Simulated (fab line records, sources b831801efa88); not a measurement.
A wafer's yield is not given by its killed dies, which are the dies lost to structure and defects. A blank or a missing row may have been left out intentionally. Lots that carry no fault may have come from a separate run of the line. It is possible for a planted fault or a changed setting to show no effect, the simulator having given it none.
Which tool was responsible? + flow gf180mcu + 7 lots with 20 wafers sampled at 4 steps, on a route of 602 steps

== WHAT EACH GAUGE READ, for each wafer ==
GF_V5_CD_MEAS_14 targets a cd of 260 nm.
| lot  | measured     | on        | cd nm (nm)              |
|------|--------------|-----------|-------------------------|
| L285 | day 27 17:35 | cd sem-02 | 261.0 260.5 261.0       |
| L287 | day 28 10:18 | cd sem-01 | 261.4 260.2 263.6       |
| L292 | day 29 17:32 | cd sem-01 | 261.2 259.8 259.6       |
| L296 | day 30 19:34 | cd sem-01 | 254.0 253.9 253.9 254.1 |
| L303 | day 32 19:42 | cd sem-02 | 260.1 261.0 260.1       |
| L305 | day 33 02:15 | cd sem-02 | 259.8 260.0 260.2       |
| L307 | day 33 20:16 | cd sem-01 | 262.6 262.1 261.9       |

== WHAT TOOL EACH LOT RAN ON (gives the tool, then ch and the chambers of the sampled wafers, and finally the start) ==
| lot  | GF_V3_SPUTTER_21             | GF_V4_STRIP_18                       | GF_V5_PEB_12                      |
|------|------------------------------|--------------------------------------|-----------------------------------|
| L285 | pvd sputter-02, day 23 01:26 | plasma asher-02 ch 0,1, day 25 00:07 | litho track-02 ch 0, day 27 17:16 |
| L287 | pvd sputter-01, day 23 18:17 | plasma asher-03 ch 0,1, day 25 16:44 | litho track-02 ch 0, day 28 09:57 |
| L292 | pvd sputter-03, day 25 06:10 | plasma asher-02 ch 0,1, day 27 02:47 | litho track-04 ch 0, day 29 17:12 |
| L296 | pvd sputter-01, day 26 12:41 | plasma asher-01 ch 0,1, day 28 07:32 | litho track-04 ch 0, day 30 19:13 |
| L303 | pvd sputter-01, day 28 20:08 | plasma asher-02 ch 0,1, day 30 12:14 | litho track-02 ch 0, day 32 19:21 |
| L305 | pvd sputter-01, day 29 03:20 | plasma asher-02 ch 0,1, day 30 19:20 | litho track-02 ch 0, day 33 01:54 |
| L307 | pvd sputter-02, day 30 00:52 | plasma asher-02 ch 0,1, day 31 15:41 | litho track-03 ch 0, day 33 19:56 |
- GF_V3_SPUTTER_21: material Ti, target thk 15 nm, time 80.02 s.
- GF_V4_STRIP_18: strips in O2/N2.
- GF_V5_PEB_12: peb time 90 s.

== THE ANSWER, worked out from the rows above alone ==
Rule: what is usual is taken from the lots themselves. Put in order of their means at a reading, lots are off if they are a third of the lots or fewer, leave a main group of 4 or more, and stand apart from it by a gap of 3 or more times the standard deviation of the main group's means; of several such gaps the widest counts. A main group whose means are all the same, to the digits that the tables above print for the reading, isn't used. Also off: a lot with no number at a reading for which 4 or more lots have one. Where the step has rows for the other lots, those lots are counted as sound.
Off: L296 (GF_V5_CD_MEAS_14, cd nm). Main group: mean 260.9 nm, sd 0.81.
If a tool, at a process step before that reading, ran all the lots that are off and no sound lot after the first of them, it fits. Gauges at GF_V5_CD_MEAS_14: tried the same way as those tools. Can't be told from this: 2 tools fit, plasma asher-01 at GF_V4_STRIP_18, litho track-04 at GF_V5_PEB_12.

== WHAT THE SIMULATOR HAD PUT IN ==
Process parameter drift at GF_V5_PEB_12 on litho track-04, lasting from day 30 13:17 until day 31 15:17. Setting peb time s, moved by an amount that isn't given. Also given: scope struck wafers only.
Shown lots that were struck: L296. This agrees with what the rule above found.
